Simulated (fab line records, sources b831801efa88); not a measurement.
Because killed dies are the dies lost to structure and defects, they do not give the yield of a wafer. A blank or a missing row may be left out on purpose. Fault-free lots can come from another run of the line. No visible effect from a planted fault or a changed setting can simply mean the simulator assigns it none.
fab line records -- flow sky130
record: lots: 5, wafers: 14, lastDay: 50
route steps=708 shown LI_CONTACT@375 LOCAL_INTERCONNECT@387 PAD_OPEN@708
lots that met no fault: from a run of the same line without faults
startH: the number of hours between the record's first day and the start of the first shown wafer of the lot -- waitH: time in hours since the lot's previous step -- " unchanged from the row above -- L1.1+2: several wafers, shown together as one row -- - no value present, or no start provided -- * or withheld: withheld -- < > ~ a bound
route shown NAME@n: NAME is a module with steps in the file, n the number in the route of the first one -- usual: mean/standard deviation taken from wafers without a fault -- same: alike in all rows -- chamber/n: place in a boat -- sites: per-site readings -- _std_site: their standard deviation -- _edge_site: mean of outer sites minus mean of inner sites -- radiusMm: for every site, how far away it sits from the centre of the wafer -- mask NAME#n: copy n -- behind: tool/chamber where the wafer was last shaped -- hold: the reason the lot was held/the length of the hold in hours/how it ended -- device: names the non-switching transistor (n, p or np) -- end of line: the same wafers' tests at the end of the route -- a step given without rows: its recipe and nothing more -- killed: not the wafer's yield, but the dies lost to structure and defects at the first sort -- map: a wafer's dies, x killed, . not, _ none there
set.NAME: the run value of the setting; set.NAME@STEP: its run value at that earlier step -- model.NAME: the simulator's own value behind a step, which no gauge read
lots at some steps of the route; a table a step, a row a wafer
services: from which hour (startH, from the record's first day; less than 0 if before it) a tool's chamber was out of use, for how many hours, and why
== steps ==
step: SKY_LI_CONTACT_OVL_MEAS_13
usual: LI_CONTACT_OVL: 1/4.8
lot.wafer,tool,chamber,startH,waitH,LI_CONTACT_OVL[nm]
L367.2,overlay-02,-,679.48,0.1,5
L367.3,overlay-02,-,679.48,0.1,-5
L367.4,overlay-02,-,679.48,0.1,1
L373.1,overlay-02,-,726.87,0.1,-7
L373.4,overlay-02,-,726.87,0.1,-2
L373.6,overlay-02,-,726.87,0.1,2
L382.2,overlay-02,-,796.48,0.1,-4
L382.6,overlay-02,-,796.48,0.1,-1
L388.2,overlay-02,-,843.56,0.1,-1
L388.3,overlay-02,-,843.56,0.1,2
L388.6,overlay-02,-,843.56,0.1,7
L390.1,overlay-01,-,859.20,0.1,2
L390.2,overlay-01,-,859.20,0.1,1
L390.4,overlay-01,-,859.20,0.1,1
step: SKY_LI_CONTACT_ETCH_14
recipe: chemistry: N2/H2, target: BARC, ionEnergyEv: 200, sourceW: 500, biasW: 100, pressureMtorr: 30, n2FlowSccm: 100, h2FlowSccm: 200, stopOn: SiO2, timeS: 45.9, targetDepthA: 600
usual: drypumpMotorCurrentA: 5.7/0.45, oesProductAu: 0.855/0.0045, throttleValvePct: 13.226/0.0091
lot.wafer,tool,chamber,startH,waitH,drypumpMotorCurrentA,oesProductAu,rfHoursCounterH,throttleValvePct
L367.2,rieDiel-04,1,679.51,0.0,5.8,0.853,6,13.221
L367.3,rieDiel-04,0,679.51,0.0,5.0,0.860,3,13.238
L367.4,rieDiel-04,3,679.51,0.0,5.2,0.848,7,13.222
L373.1,rieDiel-02,3,726.91,0.0,5.1,0.860,20,13.228
L373.4,rieDiel-02,2,726.91,0.0,5.9,0.853,19,13.213
L373.6,rieDiel-02,0,726.91,0.0,6.0,0.858,-,13.217
L382.2,rieDiel-01,3,796.51,0.0,5.6,0.857,8,13.230
L382.6,rieDiel-01,1,796.51,0.0,6.4,0.853,-,13.231
L388.2,rieDiel-04,2,843.59,0.0,5.6,0.853,11,13.222
L388.3,rieDiel-04,1,843.59,0.0,5.8,0.858,11,13.232
L388.6,rieDiel-04,2,843.59,0.0,5.6,0.845,-,13.211
L390.1,rieDiel-02,2,859.24,0.0,5.9,0.850,23,13.233
L390.2,rieDiel-02,0,859.24,0.0,5.9,0.858,23,13.218
L390.4,rieDiel-02,3,859.24,0.0,5.1,0.863,23,13.222
step: SKY_LI_CONTACT_ETCH_15
recipe: target: PSG, chemistry: C4F8/O2/Ar, stopOn: Si, taperDeg: 4.15, maskMaterial: KrF-thick, sourceW: 1500, biasW: 1200, pressureMtorr: 40, c4f8FlowSccm: withheld, O2_flow_sccm: 6, Ar_flow_sccm: 300, timeS: withheld, targetDepthA: 6000
usual: oesProductAu: 0.837/0.0049
lot.wafer,tool,chamber,startH,waitH,oesProductAu
L367.2,rieDiel-04,1,679.55,0.0,0.834
L367.3,rieDiel-04,0,679.55,0.0,0.841
L367.4,rieDiel-04,3,679.55,0.0,0.839
L373.1,rieDiel-02,3,726.95,0.0,0.836
L373.4,rieDiel-02,2,726.95,0.0,0.832
L373.6,rieDiel-02,0,726.95,0.0,0.852
L382.2,rieDiel-01,3,796.55,0.0,0.831
L382.6,rieDiel-01,1,796.55,0.0,0.839
L388.2,rieDiel-04,2,843.63,0.0,0.843
L388.3,rieDiel-04,1,843.63,0.0,0.831
L388.6,rieDiel-04,2,843.63,0.0,0.849
L390.1,rieDiel-02,2,859.28,0.0,0.833
L390.2,rieDiel-02,0,859.28,0.0,0.836
L390.4,rieDiel-02,3,859.28,0.0,0.825
step: SKY_LI_CONTACT_STRIP_16
recipe: chemistry: O2/N2, powerW: 1400, pressureMtorr: 1500, platenTempC: withheld, o2FlowSccm: 3000, n2FlowSccm: 300, overashFraction: 0.5
step: SKY_LI_CONTACT_CLEAN_17
recipe: chemistry: NMP, timeS: 600, tempC: 60, dry: n2Spin
step: SKY_LI_CONTACT_PRE_CLEAN_18
recipe: gas: Ar, timeS: 5.6, biasV: 358
step: SKY_LI_CONTACT_SPUTTER_19
recipe: material: Ti, targetThkNm: 20, chamberPressurePa: 5, powerW: 2500, substrateTempC: 200, timeS: 106.37
step: SKY_LI_CONTACT_SPUTTER_20
recipe: material: TiN, targetThkNm: 20, chamberPressurePa: 5, powerW: 4000, timeS: 80
usual: throttleValvePct: 30.2/0.49
lot.wafer,tool,chamber,startH,waitH,throttleValvePct
L367.2,pvdSputter-03,-,680.00,0.0,29.4
L367.3,pvdSputter-03,-,680.00,0.0,29.7
L367.4,pvdSputter-03,-,680.00,0.0,30.6
L373.1,pvdSputter-01,-,727.41,0.0,30.5
L373.4,pvdSputter-01,-,727.41,0.0,31.2
L373.6,pvdSputter-01,-,727.41,0.0,29.5
L382.2,pvdSputter-02,-,797.02,0.0,29.2
L382.6,pvdSputter-02,-,797.02,0.0,30.4
L388.2,pvdSputter-03,-,844.09,0.0,29.6
L388.3,pvdSputter-03,-,844.09,0.0,30.7
L388.6,pvdSputter-03,-,844.09,0.0,30.8
L390.1,pvdSputter-01,-,859.74,0.0,31.1
L390.2,pvdSputter-01,-,859.74,0.0,30.2
L390.4,pvdSputter-01,-,859.74,0.0,30.1
step: SKY_LI_CONTACT_CVD_21
recipe: material: W, targetThkNm: 400, timeS: 120.56, tempC: 400, pressureTorr: 40
step: SKY_LI_CONTACT_RS_MEAS_22
recipe: thkMeasGauge: four-point-probe, reads: W_of_LI_CONTACT_CVD_21+TiN_of_LI_CONTACT_SPUTTER_20+Ti_of_LI_CONTACT_SPUTTER_19
usual: LI_CONTACT_W_RS: 0.285/0.0032
lot.wafer,tool,chamber,startH,waitH,LI_CONTACT_W_RS[ohm/sq]
L367.2,filmMetro-01,-,680.21,0.1,0.286
L367.3,filmMetro-01,-,680.21,0.1,0.283
L367.4,filmMetro-01,-,680.21,0.1,0.285
L373.1,filmMetro-03,-,727.59,0.1,0.285
L373.4,filmMetro-03,-,727.59,0.1,0.284
L373.6,filmMetro-03,-,727.59,0.1,0.290
L382.2,filmMetro-01,-,797.23,0.1,0.282
L382.6,filmMetro-01,-,797.23,0.1,0.279
L388.2,filmMetro-03,-,844.29,0.1,0.280
L388.3,filmMetro-03,-,844.29,0.1,0.281
L388.6,filmMetro-03,-,844.29,0.1,0.283
L390.1,filmMetro-01,-,860.05,0.2,0.286
L390.2,filmMetro-01,-,860.05,0.2,0.284
L390.4,filmMetro-01,-,860.05,0.2,0.283
step: SKY_LI_CONTACT_THK_MEAS_23
recipe: thkMeasGauge: xrf, reads: W_of_LI_CONTACT_CVD_21
usual: LI_CONTACT_W_THK: 384/5.3
lot.wafer,tool,chamber,startH,waitH,LI_CONTACT_W_THK[nm]
L367.2,filmMetro-01,-,680.32,0.1,384
L367.3,filmMetro-01,-,680.32,0.1,390
L367.4,filmMetro-01,-,680.32,0.1,387
L373.1,filmMetro-03,-,727.71,0.1,380
L373.4,filmMetro-03,-,727.71,0.1,382
L373.6,filmMetro-03,-,727.71,0.1,375
L382.2,filmMetro-01,-,797.34,0.1,385
L382.6,filmMetro-01,-,797.34,0.1,390
L388.2,filmMetro-03,-,844.40,0.1,388
L388.3,filmMetro-03,-,844.40,0.1,387
L388.6,filmMetro-03,-,844.40,0.1,384
L390.1,filmMetro-01,-,860.17,0.1,384
L390.2,filmMetro-01,-,860.17,0.1,387
L390.4,filmMetro-01,-,860.17,0.1,387
step: SKY_LI_CONTACT_CMP_24
recipe: stopOn: PSG, tOverpolishS: 20, downForcePsi: 3.5, platenRpm: 60, targetThkNm: 0, padVelocityMS: 0.94248
step: SKY_LOCAL_INTERCONNECT_SPUTTER_00
recipe: material: TiN, targetThkNm: 100, tempC: 300, powerW: 6500, timeS: 83.3, chamberPressurePa: 0.4
usual: throttleValvePct: 30.1/0.62
lot.wafer,tool,chamber,startH,waitH,throttleValvePct,model.TiN_of_LOCAL_INTERCONNECT_SPUTTER_00.thkNm
L367.2,pvdSputter-01,-,680.67,0.2,30.8,102.2
L367.3,pvdSputter-01,-,680.67,0.2,29.7,98.61
L367.4,pvdSputter-01,-,680.67,0.2,30.0,99.18
L373.1,pvdSputter-04,-,728.07,0.1,31.1,97.48
L373.4,pvdSputter-04,-,728.07,0.1,29.8,98.03
L373.6,pvdSputter-04,-,728.07,0.1,31.1,96.73
L382.2,pvdSputter-01,-,798.24,0.1,31.1,99.47
L382.6,pvdSputter-01,-,798.24,0.1,30.3,99.75
L388.2,pvdSputter-04,-,844.75,0.2,31.2,97.39
L388.3,pvdSputter-04,-,844.75,0.2,29.7,99.48
L388.6,pvdSputter-04,-,844.75,0.2,28.9,99.06
L390.1,pvdSputter-03,-,860.53,0.2,30.5,98.26
L390.2,pvdSputter-03,-,860.53,0.2,30.0,99.03
L390.4,pvdSputter-03,-,860.53,0.2,29.8,99.31
step: SKY_LOCAL_INTERCONNECT_RS_MEAS_01
recipe: thkMeasGauge: four-point-probe, reads: TiN_of_LOCAL_INTERCONNECT_SPUTTER_00
usual: LOCAL_INTERCONNECT_TIN_RS: 14.26/0.2
lot.wafer,tool,chamber,startH,waitH,LOCAL_INTERCONNECT_TIN_RS[ohm/sq]
L367.2,filmMetro-04,-,680.75,0.1,13.84
L367.3,filmMetro-04,-,680.75,0.1,14.34
L367.4,filmMetro-04,-,680.75,0.1,14.30
L373.1,filmMetro-03,-,728.14,0.0,14.57
L373.4,filmMetro-03,-,728.14,0.0,14.47
L373.6,filmMetro-03,-,728.14,0.0,14.68
L382.2,filmMetro-03,-,798.32,0.1,14.28
L382.6,filmMetro-03,-,798.32,0.1,14.16
L388.2,filmMetro-03,-,844.84,0.1,14.52
L388.3,filmMetro-03,-,844.84,0.1,14.27
L388.6,filmMetro-03,-,844.84,0.1,14.30
L390.1,filmMetro-03,-,860.59,0.0,14.39
L390.2,filmMetro-03,-,860.59,0.0,14.32
L390.4,filmMetro-03,-,860.59,0.0,14.26
step: SKY_LOCAL_INTERCONNECT_THK_MEAS_02
recipe: thkMeasGauge: xrf, reads: TiN_of_LOCAL_INTERCONNECT_SPUTTER_00
usual: LOCAL_INTERCONNECT_TIN_THK: 99.5/1.3
lot.wafer,tool,chamber,startH,waitH,LOCAL_INTERCONNECT_TIN_THK[nm]
L367.2,filmMetro-04,-,680.86,0.1,102.7
L367.3,filmMetro-04,-,680.86,0.1,99.0
L367.4,filmMetro-04,-,680.86,0.1,99.7
L373.1,filmMetro-03,-,728.26,0.1,98.0
L373.4,filmMetro-03,-,728.26,0.1,98.2
L373.6,filmMetro-03,-,728.26,0.1,97.4
L382.2,filmMetro-03,-,798.43,0.1,100.1
L382.6,filmMetro-03,-,798.43,0.1,99.9
L388.2,filmMetro-03,-,844.95,0.1,97.9
L388.3,filmMetro-03,-,844.95,0.1,100.0
L388.6,filmMetro-03,-,844.95,0.1,99.2
L390.1,filmMetro-03,-,860.71,0.1,98.5
L390.2,filmMetro-03,-,860.71,0.1,99.3
L390.4,filmMetro-03,-,860.71,0.1,99.5
step: SKY_LOCAL_INTERCONNECT_DEHYDRATE_03
recipe: tempC: 200, timeS: 60
step: SKY_LOCAL_INTERCONNECT_HMDS_04
recipe: primeTimeS: 60, primeTempC: 120
step: SKY_LOCAL_INTERCONNECT_COAT_05
recipe: resist: BARC, tempC: withheld, timeS: withheld, spinRpm: 3000, resistThkNm: 60
step: SKY_LOCAL_INTERCONNECT_COAT_06
recipe: resist: KrF-thick, spinRpm: 3000, resistThkNm: 450
step: SKY_LOCAL_INTERCONNECT_SOFTBAKE_07
recipe: tempC: 100, timeS: 90, resist: KrF-thick
step: SKY_LOCAL_INTERCONNECT_EXPOSE_08
recipe: maskId: LI1M, na: 0.8, sourceShape: annular, sigmaInner: 0.55, sigmaOuter: 0.85, targetCdNm: 170, doseMj: 28
step: SKY_LOCAL_INTERCONNECT_PEB_09
recipe: pebTempC: withheld, pebTimeS: withheld, resist: KrF-thick
step: SKY_LOCAL_INTERCONNECT_DEVELOP_10
recipe: developTimeS: 60, resist: KrF-thick, devTempC: 21
step: SKY_LOCAL_INTERCONNECT_CD_MEAS_11
recipe: targetCdNm: 170
usual: cdNm: 169.9/1.5
lot.wafer,tool,chamber,startH,waitH,cdNm
L367.2,cdSem-02,-,709.05,-,169.2
L367.3,cdSem-02,-,709.05,-,168.6
L367.4,cdSem-02,-,709.05,-,168.9
L373.1,cdSem-01,-,755.40,-,172.4
L373.4,cdSem-01,-,755.40,-,171.9
L373.6,cdSem-01,-,755.40,-,172.8
L382.2,cdSem-02,-,825.26,-,169.4
L382.6,cdSem-02,-,825.26,-,170.1
L388.2,cdSem-01,-,870.90,-,168.1
L388.3,cdSem-01,-,870.90,-,168.4
L388.6,cdSem-01,-,870.90,-,167.8
L390.1,cdSem-01,-,886.63,-,171.3
L390.2,cdSem-01,-,886.63,-,172.8
L390.4,cdSem-01,-,886.63,-,172.3
step: SKY_LOCAL_INTERCONNECT_OVL_MEAS_12
usual: LOCAL_INTERCONNECT_OVL: -1/5.3
lot.wafer,tool,chamber,startH,waitH,LOCAL_INTERCONNECT_OVL[nm]
L367.2,overlay-02,-,709.16,0.1,-1
L367.3,overlay-02,-,709.16,0.1,-1
L367.4,overlay-02,-,709.16,0.1,-5
L373.1,overlay-02,-,755.52,0.1,-1
L373.4,overlay-02,-,755.52,0.1,-6
L373.6,overlay-02,-,755.52,0.1,-2
L382.2,overlay-01,-,825.37,0.1,-1
L382.6,overlay-01,-,825.37,0.1,4
L388.2,overlay-01,-,871.01,0.1,2
L388.3,overlay-01,-,871.01,0.1,-5
L388.6,overlay-01,-,871.01,0.1,2
L390.1,overlay-02,-,886.75,0.1,-11
L390.2,overlay-02,-,886.75,0.1,-17
L390.4,overlay-02,-,886.75,0.1,-14
step: SKY_LOCAL_INTERCONNECT_ETCH_13
recipe: chemistry: N2/H2, target: BARC, ionEnergyEv: 200, biasW: 100, pressureMtorr: 30, n2FlowSccm: 100, h2FlowSccm: 200, icpW: 500, stopOn: SiO2, timeS: 45.9, targetDepthA: 600
usual: drypumpMotorCurrentA: 5.6/0.32, oesProductAu: 0.855/0.0044, throttleValvePct: 13.224/0.0087
lot.wafer,tool,chamber,startH,waitH,drypumpMotorCurrentA,oesProductAu,rfHoursCounterH,throttleValvePct
L367.2,rieMetal-04,0,709.21,0.0,5.8,0.865,-,13.218
L367.3,rieMetal-04,0,709.21,0.0,5.7,0.851,-,13.212
L367.4,rieMetal-04,0,709.21,0.0,5.8,0.844,-,13.227
L373.1,rieMetal-01,1,755.56,0.0,6.0,0.854,4,13.221
L373.4,rieMetal-01,0,755.56,0.0,5.4,0.853,-,13.216
L373.6,rieMetal-01,0,755.56,0.0,5.4,0.862,-,13.226
L382.2,rieMetal-01,1,825.40,0.0,6.0,0.849,7,13.223
L382.6,rieMetal-01,1,825.40,0.0,6.0,0.850,-,13.241
L388.2,rieMetal-04,1,871.04,0.0,5.2,0.852,6,13.232
L388.3,rieMetal-04,0,871.04,0.0,5.7,0.863,-,13.216
L388.6,rieMetal-04,0,871.04,0.0,5.7,0.860,-,13.236
L390.1,rieMetal-03,0,886.79,0.0,6.0,0.852,11,13.230
L390.2,rieMetal-03,1,886.79,0.0,5.3,0.855,7,13.236
L390.4,rieMetal-03,0,886.79,0.0,6.0,0.852,-,13.218
step: SKY_LOCAL_INTERCONNECT_METAL_ETCH_14
recipe: targetDepthNm: 110, stopOn: PSG, chemistry: Cl2/BCl3, target: TiN, resistSidewallDeg: 88, pressureMtorr: 10, icpW: 900, biasW: 48.5, Cl2_flow_sccm: 60, bcl3FlowSccm: 30, timeS: 31.4
usual: drypumpMotorCurrentA: 5.6/0.33, oesProductAu: 0.938/0.0089, throttleValvePct: 21.904/0.0098
lot.wafer,tool,chamber,startH,waitH,drypumpMotorCurrentA,oesProductAu,rfHoursCounterH,throttleValvePct,model.LOCAL_INTERCONNECT.featureDepthNm,model.etch.depthNm
L367.2,rieMetal-04,0,709.33,0.1,5.7,0.955,-,21.887,102.2,102.2
L367.3,rieMetal-04,0,709.33,0.1,5.7,0.932,-,21.917,98.61,98.61
L367.4,rieMetal-04,0,709.33,0.1,5.7,0.935,-,21.895,99.18,99.18
L373.1,rieMetal-01,1,755.62,0.0,6.0,0.929,5,21.917,97.48,97.48
L373.4,rieMetal-01,0,755.62,0.0,5.3,0.924,-,21.911,98.03,98.03
L373.6,rieMetal-01,0,755.62,0.0,5.3,0.931,-,21.908,96.73,96.73
L382.2,rieMetal-01,1,825.46,0.0,6.0,0.935,7,21.899,99.47,99.47
L382.6,rieMetal-01,1,825.46,0.0,6.0,0.939,-,21.903,99.75,99.75
L388.2,rieMetal-04,1,871.10,0.0,5.2,0.922,6,21.897,97.39,97.39
L388.3,rieMetal-04,0,871.10,0.0,5.7,0.939,-,21.900,99.48,99.48
L388.6,rieMetal-04,0,871.10,0.0,5.7,0.941,-,21.912,99.06,99.06
L390.1,rieMetal-03,0,886.85,0.0,6.0,0.930,11,21.926,98.26,98.26
L390.2,rieMetal-03,1,886.85,0.0,5.3,0.933,7,21.909,99.03,99.03
L390.4,rieMetal-03,0,886.85,0.0,6.0,0.937,-,21.913,99.31,99.31
step: SKY_LOCAL_INTERCONNECT_STRIP_15
recipe: chemistry: O2/N2, powerW: 1400, pressureMtorr: 1500, platenTempC: withheld, o2FlowSccm: 3000, n2FlowSccm: 300, overashFraction: 0.5
usual: drypumpMotorCurrentA: 5.52/0.21, oesProductAu: 0.427/0.0047, stripTimeToEndpointS: 4.726/0.028
lot.wafer,tool,chamber,startH,waitH,drypumpMotorCurrentA,oesProductAu,rfHoursCounterH,stripTimeToEndpointS
L367.2,plasmaAsher-02,0,709.42,0.1,5.45,0.432,57,4.783
L367.3,plasmaAsher-02,0,709.42,0.1,5.45,0.423,-,4.739
L367.4,plasmaAsher-02,1,709.42,0.1,5.51,0.426,-,4.745
L373.1,plasmaAsher-01,0,755.67,0.0,5.48,0.427,33,4.759
L373.4,plasmaAsher-01,1,755.67,0.0,5.24,0.423,-,4.687
L373.6,plasmaAsher-01,0,755.67,0.0,5.46,0.427,-,4.728
L382.2,plasmaAsher-02,1,825.51,0.0,5.52,0.421,67,4.759
L382.6,plasmaAsher-02,1,825.51,0.0,5.51,0.427,-,4.756
L388.2,plasmaAsher-01,0,871.15,0.0,5.49,0.438,44,4.729
L388.3,plasmaAsher-01,0,871.15,0.0,5.47,0.427,-,4.727
L388.6,plasmaAsher-01,1,871.15,0.0,5.25,0.428,-,4.699
L390.1,plasmaAsher-03,1,886.90,0.0,5.96,0.428,110,4.711
L390.2,plasmaAsher-03,0,886.90,0.0,5.43,0.426,110,4.749
L390.4,plasmaAsher-03,0,886.90,0.0,5.44,0.419,-,4.698
step: SKY_LOCAL_INTERCONNECT_STRIP_16
recipe: chemistry: postEtchResidueRemover, timeS: 1200, tempC: 72.5
lot.wafer,tool,chamber,startH,waitH,model.TiN_of_LOCAL_INTERCONNECT_SPUTTER_00.thkNm
L367.2,wetBench-04,2,709.52,0.1,101.8
L367.3,wetBench-04,2,709.52,0.1,98.2
L367.4,wetBench-04,2,709.52,0.1,98.77
L373.1,wetBench-03,3,755.77,0.1,97.06
L373.4,wetBench-03,3,755.77,0.1,97.61
L373.6,wetBench-03,3,755.77,0.1,96.31
L382.2,wetBench-02,0,825.61,0.1,99.05
L382.6,wetBench-02,0,825.61,0.1,99.33
L388.2,wetBench-02,0,871.25,0.1,96.97
L388.3,wetBench-02,0,871.25,0.1,99.05
L388.6,wetBench-02,0,871.25,0.1,98.64
L390.1,wetBench-03,1,887.00,0.1,97.85
L390.2,wetBench-03,1,887.00,0.1,98.62
L390.4,wetBench-03,1,887.00,0.1,98.89
step: SKY_LOCAL_INTERCONNECT_CLEAN_17
recipe: chemistry: IPA, timeS: 180, tempC: 25
step: SKY_PAD_OPEN_PROBE_99
usual: killed_at_M0_to_M3: 44/6.9, killed_at_M4_up: 3.2/1.8, killedAtContacts: 23/5.2, killedAtFrontEnd: 15/4.5, killedAtOther: 0.3/0.56, killedDies: 85/8.8, killedOpen: 47/6.7, killedShort: 39/6.4
same: grossDies: 492, killedAtBackSide: 0
lot.wafer,tool,chamber,startH,waitH,killed_at_M0_to_M3,killed_at_M4_up,killedAtContacts,killedAtFrontEnd,killedAtOther,killedDies,killedOpen,killedShort,model.etest.resLi.rsOhmSq
L367.2,prober-02,-,1078.81,0.1,28,1,21,15,0,65,34,31,12.36
L367.3,prober-02,-,1078.86,0.2,53,2,29,19,1,104,50,52,12.89
L367.4,prober-02,-,1078.91,0.2,43,2,16,6,1,68,40,28,12.74
L373.1,prober-02,-,1109.80,0.1,53,0,18,14,1,86,51,35,12.96
L373.4,prober-02,-,1109.95,0.2,41,2,25,16,0,84,56,28,13.01
L373.6,prober-02,-,1110.05,0.2,49,3,18,15,1,86,52,34,13.11
L382.2,prober-01,-,1162.17,0.1,47,6,25,12,0,90,50,40,12.77
L382.6,prober-01,-,1162.37,0.2,48,5,17,16,0,86,47,39,12.73
L388.2,prober-01,-,1189.56,0.1,48,7,23,21,0,99,66,33,13
L388.3,prober-01,-,1189.61,0.2,50,3,14,18,0,85,39,46,12.73
L388.6,prober-01,-,1189.76,0.2,24,1,21,25,1,72,36,36,12.82
L390.1,prober-02,-,1200.88,0.4,47,5,17,13,0,82,39,43,12.91
L390.2,prober-02,-,1200.93,0.4,60,0,26,15,0,101,54,47,12.8
L390.4,prober-02,-,1201.03,0.5,56,5,20,16,0,97,52,45,12.79
killed by level:class
L367.2 CONTACT:geometricParticle:open=7 CONTACT:geometricParticle:short=6 SPACER:geometricParticle:open=5 VIA1:geometricParticle:open=5 METAL1:geometricParticle:short=5 VIA2:geometricParticle:open=5 METAL2:geometricParticle:short=4 POLY_GATE:geometricParticle:open=3
L367.3 METAL2:geometricParticle:short=12 CONTACT:geometricParticle:open=11 VIA2:geometricParticle:open=10 LI_CONTACT:geometricParticle:open=8 CONTACT:geometricParticle:short=6 VIA1:geometricParticle:open=6 VIA2:geometricParticle:short=6 POLY_GATE:geometricParticle:short=4
L367.4 METAL2:geometricParticle:short=8 LI_CONTACT:geometricParticle:open=7 VIA2:geometricParticle:open=7 CONTACT:geometricParticle:open=6 VIA1:geometricParticle:open=6 VIA2:geometricParticle:short=4 METAL1:geometricParticle:short=4 METAL2:geometricParticle:open=3
L373.1 VIA1:geometricParticle:open=13 LI_CONTACT:geometricParticle:open=7 METAL3:geometricParticle:short=7 CONTACT:geometricParticle:open=6 VIA1:geometricParticle:short=6 FIELD_ISO:geometricParticle:open=5 VIA2:geometricParticle:open=5 METAL3:geometricParticle:open=5
L373.4 LI_CONTACT:geometricParticle:open=14 CONTACT:geometricParticle:open=8 VIA1:geometricParticle:open=8 VIA3:geometricParticle:open=7 VIA2:geometricParticle:open=6 FIELD_ISO:geometricParticle:short=5 METAL1:geometricParticle:short=5 VIA2:geometricParticle:short=4
L373.6 VIA1:geometricParticle:open=15 CONTACT:geometricParticle:open=8 VIA3:geometricParticle:open=7 VIA2:geometricParticle:short=6 VIA2:geometricParticle:open=5 POLY_GATE:geometricParticle:open=4 POLY_GATE:geometricParticle:short=4 LI_CONTACT:geometricParticle:open=4
L382.2 VIA1:geometricParticle:open=14 CONTACT:geometricParticle:open=11 VIA3:geometricParticle:open=8 CONTACT:geometricParticle:short=7 VIA2:geometricParticle:open=7 FIELD_ISO:geometricParticle:short=6 VIA1:geometricParticle:short=4 METAL2:geometricParticle:short=4
L382.6 VIA1:geometricParticle:open=13 FIELD_ISO:geometricParticle:short=7 VIA2:geometricParticle:open=7 FIELD_ISO:geometricParticle:open=6 METAL2:geometricParticle:short=6 CONTACT:geometricParticle:open=5 METAL1:geometricParticle:short=5 VIA1:geometricParticle:short=5
L388.2 VIA1:geometricParticle:open=20 CONTACT:geometricParticle:open=10 VIA3:geometricParticle:open=7 LOCAL_INTERCONNECT:geometricParticle:short=7 POLY_GATE:geometricParticle:open=6 VIA2:geometricParticle:open=6 POLY_GATE:geometricParticle:short=5 FIELD_ISO:geometricParticle:open=4
L388.3 VIA1:geometricParticle:open=14 VIA1:geometricParticle:short=9 POLY_GATE:geometricParticle:open=8 CONTACT:geometricParticle:open=6 FIELD_ISO:geometricParticle:short=5 METAL2:geometricParticle:short=5 METAL1:geometricParticle:short=5 CONTACT:geometricParticle:short=4
L388.6 POLY_GATE:geometricParticle:short=8 CONTACT:geometricParticle:open=7 LOCAL_INTERCONNECT:geometricParticle:short=6 VIA3:geometricParticle:open=6 FIELD_ISO:geometricParticle:short=5 FIELD_ISO:geometricParticle:open=4 METAL1:geometricParticle:short=4 VIA1:geometricParticle:open=4
L390.1 METAL2:geometricParticle:short=8 VIA3:geometricParticle:open=8 VIA2:geometricParticle:open=7 CONTACT:geometricParticle:open=6 VIA1:geometricParticle:short=6 VIA1:geometricParticle:open=6 METAL1:geometricParticle:short=5 FIELD_ISO:geometricParticle:open=4
L390.2 VIA1:geometricParticle:open=17 VIA2:geometricParticle:open=10 LI_CONTACT:geometricParticle:open=9 METAL1:geometricParticle:short=7 POLY_GATE:geometricParticle:short=6 CONTACT:geometricParticle:open=6 VIA1:geometricParticle:short=5 VIA3:geometricParticle:short=5
L390.4 VIA1:geometricParticle:open=12 VIA3:geometricParticle:open=10 METAL2:geometricParticle:short=8 METAL1:geometricParticle:short=8 LI_CONTACT:geometricParticle:open=7 CONTACT:geometricParticle:open=6 CONTACT:geometricParticle:short=5 POLY_GATE:geometricParticle:short=5
== services ==
tool,chamber,startH,hours,kind
rieMetal-01,0,661.34,11.9,repair
plasmaAsher-01,-,664.20,0.3,repair
rieDiel-02,-,674.55,2.8,pm
pvdSputter-03,-,675.07,1.2,repair
plasmaAsher-01,-,676.96,2.5,repair
wetBench-03,-,679.97,1.3,repair
rieDiel-01,2,695.48,3.9,repair
pvdSputter-04,-,696.49,5.1,repair
pvdSputter-01,-,720.75,5.1,repair
rieDiel-04,-,738.99,0.9,repair
rieDiel-02,-,774.47,4.3,pm
wetBench-02,-,780.20,1.8,repair
rieDiel-02,-,780.49,1.0,repair
plasmaAsher-02,-,783.97,15.6,pm
rieMetal-01,-,798.41,1.7,repair
rieDiel-02,3,814.48,7.2,repair
wetBench-03,-,821.13,0.5,repair
rieDiel-04,2,821.85,2.5,repair
plasmaAsher-02,-,827.59,2.8,pm
rieMetal-04,0,831.62,8.0,repair
rieMetal-01,-,843.10,0.1,repair
plasmaAsher-01,-,854.19,14.6,pm
rieMetal-04,-,860.55,1.4,pm
rieDiel-02,-,884.57,0.9,repair
== key ==
firstSign none at tools or gauges
modelEffect: step: SKY_LOCAL_INTERCONNECT_SPUTTER_00, value: TiN_of_LOCAL_INTERCONNECT_SPUTTER_00.thkNm, without: 101.7, struck: 99.47
modelEffect: step: SKY_LOCAL_INTERCONNECT_METAL_ETCH_14, value: LOCAL_INTERCONNECT.featureDepthNm, without: 101.7, struck: 99.47
modelEffect: step: SKY_LOCAL_INTERCONNECT_STRIP_16, value: TiN_of_LOCAL_INTERCONNECT_SPUTTER_00.thkNm, without: 101.3, struck: 99.05
modelEffect: step: SKY_PAD_OPEN_PROBE_99, value: etest.resLi.rsOhmSq, without: 12.49, struck: 12.77
metAt SKY_LOCAL_INTERCONNECT_SPUTTER_00
struckWafers L382.2
testerLeftOut L382
onsetBetween 680.67 798.24
fault: kind: processParameterDrift, tool: pvdSputter-01, chamber: -, onsetH: 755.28, steps: SKY_LOCAL_INTERCONNECT_SPUTTER_00, channel: targetThkNm, offset: -2.2424, shape: step, endH: 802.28, scope: struckWafersOnly, actsIn: theseRecipesOnly, stated: 100
testerLeftOut: of these lots the tester's yield and bins aren't shown, on N5 and GAA mostly nor the transistor test; their killed dies are dies lost to structure and defects alone, not to doping, threshold or leakage, so they don't give the yield
